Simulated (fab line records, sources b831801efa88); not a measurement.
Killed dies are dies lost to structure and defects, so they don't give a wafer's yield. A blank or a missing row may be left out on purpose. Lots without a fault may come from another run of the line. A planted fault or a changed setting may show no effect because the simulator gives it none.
Which tool did it? | flow gf180mcu | 11 lots, 33 wafers sampled, at 5 steps of a route of 602

WHAT THE GAUGES READ, wafer by wafer
GF_VT_IMPLANT_OVL_MEAS_40. Usual: VT_IMPLANT_03_OVL 1.6 nm, standard deviation 1.6.
lot  | measured     | on         | VT_IMPLANT_03_OVL (nm) | flag
L202 | day 7 21:02  | overlay-01 | 2.1 1.4 2.0            |
L205 | day 8 18:30  | overlay-01 | 0.1 0.7 -1.0           |
L206 | day 8 21:53  | overlay-02 | 2.2 3.3 3.4            |
L208 | day 9 09:56  | overlay-02 | 6.4 3.9 4.7            |
L209 | day 9 18:01  | overlay-02 | -0.3 -1.2 1.2          |
L211 | day 10 08:17 | overlay-01 | 1.2 0.0 1.7            |
L212 | day 10 14:14 | overlay-02 | 3.3 1.9 2.8            |
L214 | day 11 05:05 | overlay-01 | 0.1 4.3 1.4            |
L215 | day 11 08:59 | overlay-01 | 1.8 1.6 3.9            |
L217 | day 12 05:53 | overlay-02 | -0.5 1.3 -0.6          |
L224 | day 14 01:02 | overlay-01 | 0.0 2.5 1.7            |

GF_POLY_GATE_THK_MEAS_01. Usual: POLY_GATE_CVD_00_THK 200.6 nm, standard deviation 2.4.
lot  | measured     | on            | POLY_GATE_CVD_00_THK (nm) | flag
L202 | day 8 19:56  | film_metro-04 | 200.5 200.7 199.8         |
L205 | day 9 18:39  | film_metro-03 | 199.7 200.6 198.9         |
L206 | day 9 20:23  | film_metro-03 | 199.7 199.2 198.3         |
L208 | day 10 09:11 | film_metro-03 | 206.8 205.8 206.1         |
L209 | day 10 17:53 | film_metro-04 | 200.8 200.5 201.1         |
L211 | day 11 07:57 | film_metro-04 | 202.1 202.4 201.7         |
L212 | day 11 15:51 | film_metro-02 | 198.1 198.8 199.5         |
L214 | day 12 07:41 | film_metro-04 | 112.6 113.1 110.8         | OFF
L215 | day 12 11:22 | film_metro-04 | 114.4 113.5 113.7         | OFF
L217 | day 13 08:02 | film_metro-03 | 199.6 200.0 200.1         |
L224 | day 15 03:53 | film_metro-03 | 199.5 198.3 199.2         |

WHICH TOOL RAN EACH LOT (tool, then ch and the chambers of the sampled wafers, then the start)
lot  | GF_VT_IMPLANT_RTA_45             | GF_DUAL_GATE_STRIP_13                | GF_POLY_GATE_CVD_00
L202 | rtp_anneal-02 ch 0, day 7 21:28  | plasma_asher-03 ch 0,1, day 8 16:46  | lpcvd-02 ch 0, day 8 18:35
L205 | rtp_anneal-02 ch 0, day 8 18:55  | plasma_asher-03 ch 0,1, day 9 14:38  | lpcvd-02 ch 0, day 9 17:18
L206 | rtp_anneal-02 ch 0, day 8 22:17  | plasma_asher-04 ch 0,1, day 9 17:21  | lpcvd-01 ch 0, day 9 19:03
L208 | rtp_anneal-01 ch 0, day 9 10:21  | plasma_asher-02 ch 0,1, day 10 06:04 | lpcvd-01 ch 0, day 10 07:50
L209 | rtp_anneal-01 ch 0, day 9 18:25  | plasma_asher-03 ch 0,1, day 10 14:39 | lpcvd-01 ch 0, day 10 16:33
L211 | rtp_anneal-02 ch 0, day 10 08:41 | plasma_asher-02 ch 0,1, day 11 04:54 | lpcvd-01 ch 0, day 11 06:37
L212 | rtp_anneal-02 ch 0, day 10 14:38 | plasma_asher-04 ch 0,1, day 11 12:31 | lpcvd-02 ch 1, day 11 14:31
L214 | rtp_anneal-02 ch 0, day 11 05:29 | plasma_asher-04 ch 0,1, day 12 03:34 | lpcvd-02 ch 1, day 12 06:22
L215 | rtp_anneal-01 ch 0, day 11 09:25 | plasma_asher-03 ch 0,1, day 12 08:19 | lpcvd-02 ch 0, day 12 10:01
L217 | rtp_anneal-02 ch 0, day 12 06:17 | plasma_asher-04 ch 0, day 13 04:10   | lpcvd-01 ch 0, day 13 06:41
L224 | rtp_anneal-01 ch 0, day 14 01:25 | plasma_asher-04 ch 0,1, day 15 00:36 | lpcvd-02 ch 0, day 15 02:34
- GF_VT_IMPLANT_RTA_45: time 30 s.
- GF_DUAL_GATE_STRIP_13: strips in O2/N2.
- GF_POLY_GATE_CVD_00: deposits poly-Si, target thk 200 nm, time 1200 s.

WHAT THE TOOLS THEMSELVES READ (means of the sampled wafers that have a number; where no wafer has one, the mark that the record gives instead)
GF_VT_IMPLANT_RTA_45. Usual: lamp_power_pct 39 %, standard deviation 5; wafer_temp_C_max 1053.8, standard deviation 0.79.
lot  | tool          | lamp_power_pct (%) | wafer_temp_C_max | flag
L202 | rtp_anneal-02 | 34                 | 1053.7           |
L205 | rtp_anneal-02 | 34                 | 1053.3           |
L206 | rtp_anneal-02 | 34                 | 1053.6           |
L208 | rtp_anneal-01 | 44                 | 1053.9           |
L209 | rtp_anneal-01 | 44                 | 1054.2           |
L211 | rtp_anneal-02 | 34                 | 1052.5           |
L212 | rtp_anneal-02 | 34                 | 1053.7           |
L214 | rtp_anneal-02 | 34                 | 1054.1           |
L215 | rtp_anneal-01 | 44                 | 1053.9           |
L217 | rtp_anneal-02 | 34                 | 1053.0           |
L224 | rtp_anneal-01 | 44                 | 1054.6           |

GF_DUAL_GATE_STRIP_13. Usual: drypump_motor_current_A 5.7 A, standard deviation 0.68; heater_power_w 323 W, standard deviation 28; oes_product_au 0.716 a.u., standard deviation 0.0046; strip_time_to_endpoint_s 12.64 s, standard deviation 0.036.
lot  | tool            | drypump_motor_current_A (A) | heater_power_w (W) | oes_product_au (a.u.) | strip_time_to_endpoint_s (s) | flag
L202 | plasma_asher-03 | 5.6                         | 322                | 0.716                 | 12.64                        |
L205 | plasma_asher-03 | 6.2                         | 326                | 0.721                 | 12.59                        |
L206 | plasma_asher-04 | 5.8                         | 362                | 0.714                 | 12.68                        |
L208 | plasma_asher-02 | 5.2                         | 297                | 0.716                 | 12.63                        |
L209 | plasma_asher-03 | 6.2                         | 327                | 0.718                 | 12.66                        |
L211 | plasma_asher-02 | 5.2                         | 298                | 0.714                 | 12.58                        |
L212 | plasma_asher-04 | 5.7                         | 337                | 0.716                 | 12.60                        |
L214 | plasma_asher-04 | 5.7                         | 335                | 0.716                 | 12.63                        |
L215 | plasma_asher-03 | 5.6                         | 318                | 0.714                 | 12.68                        |
L217 | plasma_asher-04 | 5.8                         | 381                | 0.717                 | 12.65                        |
L224 | plasma_asher-04 | 5.7                         | 357                | 0.713                 | 12.65                        |

GF_POLY_GATE_CVD_00. Usual: spike_tc_bottom_C 639.9 C, standard deviation 2.9; spike_tc_centre_C 622.0 C, standard deviation 1.1; spike_tc_lower_C 620.1 C, standard deviation 1.1; spike_tc_top_C 641 C, standard deviation 3.8; spike_tc_upper_C 621.0 C, standard deviation 1.4; susceptor_temp_C 620.00 C, standard deviation 0.29.
lot  | tool     | spike_tc_bottom_C (C) | spike_tc_centre_C (C) | spike_tc_lower_C (C) | spike_tc_top_C (C) | spike_tc_upper_C (C) | susceptor_temp_C (C) | flag
L202 | lpcvd-02 | 634.8                 | 621.4                 | 619.6                | 638                | 619.1                | 619.86               |
L205 | lpcvd-02 | 635.9                 | 623.2                 | 619.8                | 638                | 619.9                | 620.08               |
L206 | lpcvd-01 | 641.6                 | 621.9                 | 620.4                | 646                | 621.2                | 619.93               |
L208 | lpcvd-01 | 640.9                 | 622.6                 | 619.7                | 645                | 620.6                | 619.96               |
L209 | lpcvd-01 | 641.5                 | 621.4                 | 620.2                | 646                | 620.5                | 620.20               |
L211 | lpcvd-01 | 642.0                 | 622.0                 | 621.2                | 645                | 620.0                | 620.06               |
L212 | lpcvd-02 | 642.4                 | 622.8                 | 619.7                | 638                | 621.0                | 619.45               |
L214 | lpcvd-02 | 618.8                 | 598.4                 | 597.9                | 616                | 599.6                | 596.69               | OFF
L215 | lpcvd-02 | 612.7                 | 599.0                 | 596.6                | 617                | 596.6                | 597.15               | OFF
L217 | lpcvd-01 | 642.1                 | 622.7                 | 620.5                | 645                | 622.0                | 619.76               |
L224 | lpcvd-02 | 637.1                 | 622.0                 | 619.4                | 638                | 618.7                | 619.81               |

THE ANSWER, worked out from the rows above alone
Rule: a lot is off if the mean of its wafers that have a number lies more than 3 standard deviations from the usual mean. A lot without any number at a reading at which 4 lots or more have one is off too. The other lots that the step has rows for count as sound. The gauges are gone through in route order, then the tools' own readings, and for those a lot's mean is taken as printed above. The first step at which some lot is off is used, and at that step the reading that is off furthest; a lot without a number counts as furthest.
Off: L214, L215, at GF_POLY_GATE_THK_MEAS_01 (POLY_GATE_CVD_00_THK).
A tool fits if, at a process step before that reading, it ran every lot that is off, and no sound lot after the first of them. The gauges at GF_POLY_GATE_THK_MEAS_01 aren't tried: what is off there is off at GF_POLY_GATE_CVD_00 too, on other tools, and a gauge's error can't cause that. None of those tried fits.

WHAT THE SIMULATOR HAD PUT IN
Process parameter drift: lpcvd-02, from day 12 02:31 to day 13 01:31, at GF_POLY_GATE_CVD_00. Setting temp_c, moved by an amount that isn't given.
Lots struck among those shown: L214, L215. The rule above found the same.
